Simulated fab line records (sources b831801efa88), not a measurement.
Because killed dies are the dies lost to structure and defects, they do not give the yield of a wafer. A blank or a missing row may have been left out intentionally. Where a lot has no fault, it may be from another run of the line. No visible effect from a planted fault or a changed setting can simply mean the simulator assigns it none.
fab line records    flow gf180mcu
[record] lots = 10  wafers = 30  last_day = 34
route steps=602 shown V2@400 M3@411 V3@431
lots with no fault: from the same line, run without faults
start_h: the number of hours between the record's first day and the start of the first shown wafer of the lot    wait_h: how many hours have passed since the lot's step before this one    " the same as in the row above    L1.1+2: a row that stands for several wafers    - no value, or no start was given    * or withheld: withheld    < > ~ a bound
route shown NAME@n: names a module that has steps shown in the file, with the first one's number in the route    usual: average and standard deviation across the fault-free wafers    same: alike in all rows    chamber/n: place in a boat    sites: each site's reading    _std_site: standard deviation of those values    _edge_site: mean of outer sites minus mean of inner sites    radius_mm: how far each site lies from the wafer's centre    mask NAME#n: copy n    behind: tool/chamber where the wafer was last shaped    hold: what put the lot on hold/how long, in hours/how the hold closed    device: the n, p or np transistor that did not switch    end of line: the tests these same wafers got at the end of their route    a step given without rows: its recipe and nothing more    killed: not the wafer's yield, but the dies lost to structure and defects at the first sort    map: per-die view of a wafer (x killed, . not killed, _ where there is no die)
set.NAME: the run value of the setting; set.NAME@STEP: its run value at that earlier step    model.NAME: the simulator's own value behind a step, which no gauge read
a sample of lots followed through the steps of the route, with each step as a table and each wafer as a row
services: when a tool's chamber went out of use (start_h, in hours from the record's first day, below 0 if earlier), for how many hours, and the reason
[[steps]]
[step GF_V2_STRIP_18]
[recipe] chemistry = O2/N2  power_w = 1400  pressure_mtorr = 1500  platen_temp_c = 250  o2_flow_sccm = 3000  n2_flow_sccm = 300  overash_fraction = 0.5
[usual] drypump_motor_current_A = 5.94/0.22  heater_power_w = 300/20  o2_flow_sccm = 2999/9.5  oes_product_au = 0.593/0.0049
lot.wafer  tool             chamber  start_h  wait_h  drypump_motor_current_A  heater_power_w  o2_flow_sccm  oes_product_au  rf_hours_counter_h
L210.1     plasma_asher-03  1        460.40   -       5.99                     284             2983          0.592           79
L210.4     "                1        "        "       6.02                     278             2999          0.591           -
L210.5     "                0        "        "       5.98                     316             3002          0.590           -
L213.1     plasma_asher-01  0        491.76   -       5.53                     322             3001          0.586           74
L213.2     "                1        "        "       6.34                     334             2989          0.588           74
L213.4     "                0        "        "       5.52                     326             2991          0.593           -
L215.1     plasma_asher-03  0        507.66   -       5.99                     312             2997          0.594           84
L215.2     "                1        "        "       6.01                     272             3006          0.587           84
L215.4     "                1        "        "       6.01                     277             2992          0.589           -
L216.2     plasma_asher-02  0        527.30   -       6.11                     288             2986          0.587           10
L216.5     "                1        "        "       5.55                     295             3024          0.586           -
L216.6     "                0        "        "       6.10                     275             2974          0.595           -
L217.1     plasma_asher-03  0        527.78   -       5.94                     309             3003          0.583           86
L217.4     "                0        "        "       5.95                     312             3012          0.601           -
L217.6     "                0        "        "       5.93                     309             3009          0.596           -
L218.1     plasma_asher-03  0        533.73   -       5.98                     315             2978          0.595           87
L218.4     "                1        "        "       5.99                     277             2989          0.591           -
L218.5     "                1        "        "       5.99                     279             3006          0.594           -
L220.1     plasma_asher-01  0        556.35   -       5.54                     322             3000          0.589           81
L220.4     "                1        "        "       6.34                     338             3002          0.591           -
L220.6     "                0        "        "       5.53                     332             2998          0.593           -
L222.4     plasma_asher-03  1        571.31   -       6.06                     284             2994          0.593           -
L222.5     "                0        "        "       5.93                     316             3010          0.597           -
L222.6     "                1        "        "       6.03                     279             2997          0.597           -
L223.1     plasma_asher-02  0        574.25   -       6.16                     288             2981          0.587           16
L223.2     "                1        "        "       5.52                     294             3013          0.601           16
L223.3     "                0        "        "       6.13                     281             2998          0.588           -
L232.1     plasma_asher-03  0        640.35   -       5.94                     310             2984          0.602           98
L232.5     "                0        "        "       5.94                     302             2991          0.599           -
L232.6     "                1        "        "       6.00                     282             3003          0.598           -
[step GF_M3_SPUTTER_02]
[recipe] material = AlCu  target_thk_nm = 450  power_w = 10600  time_s = 23.9  chamber_pressure_pa = 0.4
[usual] cathode_dc_power_W = 10600/2  throttle_valve_pct = 30.1/1.1
[same] time_s = 23.9
lot.wafer  tool            chamber  start_h  wait_h  cathode_dc_power_W  throttle_valve_pct
L210.1     pvd_sputter-02  -        461.76   0.0     10602               28.1
L210.4     "               -        "        "       10601               31.4
L210.5     "               -        "        "       10601               28.2
L213.1     pvd_sputter-01  -        493.48   0.0     10600               29.0
L213.2     "               -        "        "       10600               29.8
L213.4     "               -        "        "       10600               28.1
L215.1     pvd_sputter-01  -        509.05   0.0     10599               30.1
L215.2     "               -        "        "       10599               28.2
L215.4     "               -        "        "       10600               29.2
L216.2     pvd_sputter-03  -        528.69   0.0     10599               31.4
L216.5     "               -        "        "       10602               29.6
L216.6     "               -        "        "       10601               31.0
L217.1     pvd_sputter-02  -        529.18   0.0     10605               28.0
L217.4     "               -        "        "       10599               31.3
L217.6     "               -        "        "       10599               28.7
L218.1     pvd_sputter-01  -        535.09   0.0     10600               28.5
L218.4     "               -        "        "       10600               29.1
L218.5     "               -        "        "       10603               29.1
L220.1     pvd_sputter-03  -        558.69   0.0     10599               30.9
L220.4     "               -        "        "       10598               30.0
L220.6     "               -        "        "       10599               30.7
L222.4     pvd_sputter-03  -        572.75   0.0     9972.3              31.6
L222.5     "               -        "        "       9972.1              31.9
L222.6     "               -        "        "       10604               30.2
L223.1     pvd_sputter-02  -        575.71   0.0     10597               31.4
L223.2     "               -        "        "       10598               30.2
L223.3     "               -        "        "       10602               28.5
L232.1     pvd_sputter-01  -        642.01   0.0     10600               30.2
L232.5     "               -        "        "       10599               28.1
L232.6     "               -        "        "       10597               30.0
[step GF_M3_SPUTTER_04]
[recipe] material = TiN  target_thk_nm = 50  power_w = 6500  time_s = 41.7  chamber_pressure_pa = 0.4
[usual] cathode_dc_power_W = 6500.0/1.2  throttle_valve_pct = 30.1/1
[same] time_s = 41.7
lot.wafer  tool            chamber  start_h  wait_h  cathode_dc_power_W  throttle_valve_pct
L210.1     pvd_sputter-02  -        461.81   0.0     6499.9              28.7
L210.4     "               -        "        "       6498.1              31.3
L210.5     "               -        "        "       6501.0              28.5
L213.1     pvd_sputter-01  -        493.53   0.0     6499.4              29.0
L213.2     "               -        "        "       6498.3              30.1
L213.4     "               -        "        "       6499.8              28.2
L215.1     pvd_sputter-01  -        509.10   0.0     6503.0              30.1
L215.2     "               -        "        "       6498.1              28.1
L215.4     "               -        "        "       6499.0              28.8
L216.2     pvd_sputter-03  -        528.74   0.0     6500.5              31.6
L216.5     "               -        "        "       6499.4              29.8
L216.6     "               -        "        "       6499.9              30.8
L217.1     pvd_sputter-02  -        529.23   0.0     6498.9              28.4
L217.4     "               -        "        "       6499.7              31.4
L217.6     "               -        "        "       6500.5              28.5
L218.1     pvd_sputter-01  -        535.14   0.0     6497.7              28.1
L218.4     "               -        "        "       6500.7              29.1
L218.5     "               -        "        "       6500.2              28.9
L220.1     pvd_sputter-03  -        558.74   0.0     6498.8              30.6
L220.4     "               -        "        "       6500.5              29.8
L220.6     "               -        "        "       6502.1              30.9
L222.4     pvd_sputter-03  -        572.80   0.0     6498.6              31.6
L222.5     "               -        "        "       6499.8              31.6
L222.6     "               -        "        "       6500.2              29.9
L223.1     pvd_sputter-02  -        575.76   0.0     6501.9              31.7
L223.2     "               -        "        "       6501.5              30.4
L223.3     "               -        "        "       6499.0              28.5
L232.1     pvd_sputter-01  -        642.06   0.0     6500.5              30.1
L232.5     "               -        "        "       6500.4              28.0
L232.6     "               -        "        "       6499.8              30.0
[step GF_M3_RS_MEAS_05]
[recipe] thk_meas_gauge = four-point-probe  reads = TiN_of_M3_SPUTTER_04+Ti_of_M3_SPUTTER_03+AlCu_of_M3_SPUTTER_02+TiN_of_M3_SPUTTER_01+Ti_of_M3_SPUTTER_00
[usual] M3_ALCU_RS = 0.0692/0.00089
lot.wafer  tool           chamber  start_h  wait_h  hold                      M3_ALCU_RS[ohm/sq]
L210.1     film_metro-04  -        461.85   0.0     -                         0.0686
L210.4     "              -        "        "       -                         0.0707
L210.5     "              -        "        "       -                         0.0683
L213.1     film_metro-04  -        493.57   0.0     -                         0.0691
L213.2     "              -        "        "       -                         0.0704
L213.4     "              -        "        "       -                         0.0700
L215.1     film_metro-01  -        509.14   0.0     -                         0.0684
L215.2     "              -        "        "       -                         0.0687
L215.4     "              -        "        "       -                         0.0684
L216.2     film_metro-04  -        528.80   0.0     -                         0.0688
L216.5     "              -        "        "       -                         0.0697
L216.6     "              -        "        "       -                         0.0678
L217.1     film_metro-01  -        529.27   0.0     -                         0.0679
L217.4     "              -        "        "       -                         0.0698
L217.6     "              -        "        "       -                         0.0676
L218.1     film_metro-01  -        535.18   0.0     -                         0.0691
L218.4     "              -        "        "       -                         0.0684
L218.5     "              -        "        "       -                         0.0689
L220.1     film_metro-01  -        558.79   0.0     -                         0.0684
L220.4     "              -        "        "       -                         0.0700
L220.6     "              -        "        "       -                         0.0684
L222.4     film_metro-03  -        572.90   0.1     await_dispo/0.2h/release  0.0734
L222.5     "              -        "        "       await_dispo/0.2h/release  0.0734
L222.6     "              -        "        "       await_dispo/0.2h/release  0.0701
L222.4     film_metro-03  -        573.29   0.4     -                         0.0733
L222.5     "              -        "        "       -                         0.0732
L222.6     "              -        "        "       -                         0.0699
L223.1     film_metro-01  -        575.88   0.1     -                         0.0685
L223.2     "              -        "        "       -                         0.0691
L223.3     "              -        "        "       -                         0.0669
L232.1     film_metro-04  -        642.10   0.0     -                         0.0709
L232.5     "              -        "        "       -                         0.0704
L232.6     "              -        "        "       -                         0.0709
[step GF_M3_THK_MEAS_06]
[recipe] thk_meas_gauge = xrf  reads = AlCu_of_M3_SPUTTER_02
[usual] M3_ALCU_THK = 447/5.6
lot.wafer  tool           chamber  start_h  wait_h  hold                      M3_ALCU_THK[nm]
L210.1     film_metro-04  -        461.97   0.1     -                         453
L210.4     "              -        "        "       -                         442
L210.5     "              -        "        "       -                         452
L213.1     film_metro-04  -        493.69   0.1     -                         447
L213.2     "              -        "        "       -                         443
L213.4     "              -        "        "       -                         447
L215.1     film_metro-01  -        509.26   0.1     -                         451
L215.2     "              -        "        "       -                         449
L215.4     "              -        "        "       -                         449
L216.2     film_metro-04  -        528.91   0.1     -                         452
L216.5     "              -        "        "       -                         441
L216.6     "              -        "        "       -                         460
L217.1     film_metro-01  -        529.39   0.1     -                         451
L217.4     "              -        "        "       -                         443
L217.6     "              -        "        "       -                         457
L218.1     film_metro-01  -        535.30   0.1     -                         446
L218.4     "              -        "        "       -                         450
L218.5     "              -        "        "       -                         445
L220.1     film_metro-01  -        558.91   0.1     -                         450
L220.4     "              -        "        "       -                         440
L220.6     "              -        "        "       -                         448
L223.1     film_metro-01  -        576.00   0.1     -                         448
L223.2     "              -        "        "       -                         444
L223.3     "              -        "        "       -                         459
L222.4     film_metro-03  -        577.00   3.7     await_dispo/0.2h/release  424
L222.5     "              -        "        "       await_dispo/0.2h/release  422
L222.6     "              -        "        "       await_dispo/0.2h/release  442
L222.4     film_metro-03  -        577.31   0.3     -                         422
L222.5     "              -        "        "       -                         422
L222.6     "              -        "        "       -                         442
L232.1     film_metro-04  -        642.22   0.1     -                         440
L232.5     "              -        "        "       -                         441
L232.6     "              -        "        "       -                         438
[step GF_M3_METAL_ETCH_16]
[recipe] chemistry = Cl2/BCl3  mask_material = KrF  target_depth_nm = 627.5  stop_on = SiO2  pressure_mtorr = 8  icp_w = 800  bias_w = 140  Cl2_flow_sccm = 80  bcl3_flow_sccm = 40  time_s = 104.6
[usual] bcl3_flow_sccm = 39.98/0.11  drypump_motor_current_A = 5.9/0.37  he_backside_leak_sccm = 3.41/0.26  oes_product_au = 0.973/0.0072  throttle_valve_pct = 28.248/0.011
[same] time_s = 104.6
lot.wafer  tool          chamber  start_h  wait_h  bcl3_flow_sccm  drypump_motor_current_A  he_backside_leak_sccm  oes_product_au  rf_hours_counter_h  throttle_valve_pct
L210.1     rie_metal-01  1        485.88   0.0     39.96           5.6                      3.27                   0.974           9                   28.252
L210.4     "             1        "        "       39.90           5.6                      3.29                   0.961           -                   28.270
L210.5     "             0        "        "       39.97           6.3                      2.97                   0.981           -                   28.256
L213.1     rie_metal-02  0        517.28   0.0     39.84           5.7                      3.09                   0.969           9                   28.248
L213.2     "             1        "        "       40.00           5.7                      3.50                   0.966           7                   28.253
L213.4     "             1        "        "       40.03           5.7                      3.40                   0.967           -                   28.257
L215.1     rie_metal-02  0        532.18   0.0     40.00           5.6                      3.50                   0.967           9                   28.234
L215.2     "             1        "        "       40.09           5.7                      3.48                   0.976           7                   28.241
L215.4     "             0        "        "       39.90           5.6                      3.22                   0.981           -                   28.239
L216.2     rie_metal-04  0        551.53   0.0     39.87           5.6                      3.72                   0.966           1                   28.235
L216.5     "             1        "        "       39.87           6.5                      3.43                   0.964           -                   28.256
L216.6     "             0        "        "       39.87           5.6                      3.72                   0.979           -                   28.229
L217.1     rie_metal-02  1        551.92   0.0     40.17           5.7                      3.38                   0.978           8                   28.249
L217.4     "             1        "        "       39.94           5.6                      3.47                   0.972           -                   28.269
L217.6     "             1        "        "       39.99           5.6                      3.52                   0.991           -                   28.244
L218.1     rie_metal-01  0        558.06   0.0     39.98           6.3                      3.10                   0.981           12                  28.234
L218.4     "             1        "        "       40.14           5.5                      3.26                   0.984           -                   28.248
L218.5     "             0        "        "       39.77           6.3                      2.96                   0.975           -                   28.240
L220.1     rie_metal-02  0        580.78   0.0     39.89           5.7                      3.59                   0.976           10                  28.260
L220.4     "             0        "        "       40.12           5.7                      3.11                   0.974           -                   28.268
L220.6     "             0        "        "       40.08           5.6                      3.37                   0.969           -                   28.259
L222.4     rie_metal-01  1        594.28   0.1     40.03           5.5                      3.30                   0.954           -                   28.281
L222.5     "             1        "        "       40.00           5.5                      3.45                   0.950           -                   28.261
L222.6     "             1        "        "       39.98           5.5                      3.40                   0.969           -                   28.248
L223.1     rie_metal-02  1        597.07   0.0     39.79           5.7                      3.60                   0.977           9                   28.250
L223.2     "             0        "        "       39.92           5.7                      3.53                   0.977           11                  28.252
L223.3     "             1        "        "       39.72           5.7                      3.35                   0.989           -                   28.234
L232.1     rie_metal-01  1        662.02   0.0     39.93           5.5                      3.40                   0.966           1                   28.265
L232.5     "             1        "        "       39.88           5.5                      3.42                   0.965           -                   28.261
L232.6     "             0        "        "       40.11           6.3                      3.05                   0.957           -                   28.261
[step GF_V3_CVD_02]
[recipe] material = SiO2  target_thk_nm = 850  precursor = TEOS  temp_c = 400  time_s = 94.851  rf_w = 600
[usual] heater_power_w = 684/84
[same] time_s = 94.851
lot.wafer  tool      chamber  start_h  wait_h  heater_power_w
L210.1     pecvd-01  0        486.76   0.1     742
L210.4     "         1        "        "       602
L210.5     "         2        "        "       662
L213.1     pecvd-02  0        518.05   0.1     798
L213.2     "         2        "        "       697
L213.4     "         0        "        "       831
L215.1     pecvd-02  1        532.96   0.1     698
L215.2     "         0        "        "       861
L215.4     "         0        "        "       693
L216.2     pecvd-03  2        552.31   0.0     726
L216.5     "         0        "        "       521
L216.6     "         2        "        "       586
L217.1     pecvd-01  1        552.70   0.1     723
L217.4     "         1        "        "       782
L217.6     "         0        "        "       725
L218.1     pecvd-02  2        558.84   0.1     698
L218.4     "         0        "        "       793
L218.5     "         2        "        "       706
L220.1     pecvd-01  1        581.55   0.1     635
L220.4     "         2        "        "       525
L220.6     "         1        "        "       680
L222.4     pecvd-02  1        595.10   0.1     692
L222.5     "         2        "        "       694
L222.6     "         0        "        "       691
L223.1     pecvd-01  2        597.86   0.1     654
L223.2     "         0        "        "       653
L223.3     "         1        "        "       714
L232.1     pecvd-03  1        662.80   0.1     849
L232.5     "         1        "        "       695
L232.6     "         0        "        "       576
[[services]]
tool             chamber  start_h  hours  kind
pecvd-03         -        445.46   0.6    repair
pecvd-01         1        447.49   6.7    repair
pvd_sputter-03   -        450.83   15.0   repair
pecvd-02         0        458.19   22.9   repair
pecvd-03         -        460.22   2.8    pm
rie_metal-02     -        464.79   0.8    repair
pecvd-03         2        465.45   15.5   repair
pvd_sputter-02   -        479.81   1.1    repair
rie_metal-02     -        483.36   14.6   pm
plasma_asher-03  -        485.96   0.4    repair
pecvd-01         0        492.60   6.3    repair
pecvd-01         -        500.49   2.8    pm
pecvd-01         -        524.45   2.2    repair
rie_metal-01     1        535.80   6.1    repair
pvd_sputter-01   -        569.74   3.5    repair
pecvd-01         -        575.43   2.9    repair
pecvd-01         -        584.91   0.3    repair
pecvd-02         0        597.76   13.7   repair
rie_metal-01     -        606.80   0.2    repair
pvd_sputter-03   -        608.51   2.6    repair
pecvd-01         0        624.44   8.7    repair
pecvd-02         -        637.84   2.8    pm
pvd_sputter-02   -        644.04   1.8    repair
pvd_sputter-03   -        648.55   2.0    repair
[[key]]
[first_sign] step = GF_M3_SPUTTER_02  reading = cathode_dc_power_W  direction = down  sigmas = 99+  usual = 10600  struck = 9972.2
[effect] step = GF_M3_RS_MEAS_05  reading = visit  direction = added
[effect] step = GF_M3_THK_MEAS_06  reading = visit  direction = added
[effect] step = GF_M3_METAL_ETCH_16  reading = oes_product_au  direction = down  sigmas = 3  usual = 0.973  struck = 0.952
met_at GF_M3_SPUTTER_02
struck_lots L222
struck_wafers L222.4,L222.5
not_acting_at GF_V2_STRIP_18,GF_M3_SPUTTER_04,GF_V3_CVD_02
onset_between 528.69 572.75
[fault] kind = process_parameter_drift  tool = pvd_sputter-03  chamber = -  onset_h = 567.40  steps = GF_M3_SPUTTER_02  channel = power_w  offset = -625.77  shape = step  end_h = 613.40  acts_in = these_recipes_only  stated = 10600  scope = struck_wafers_only
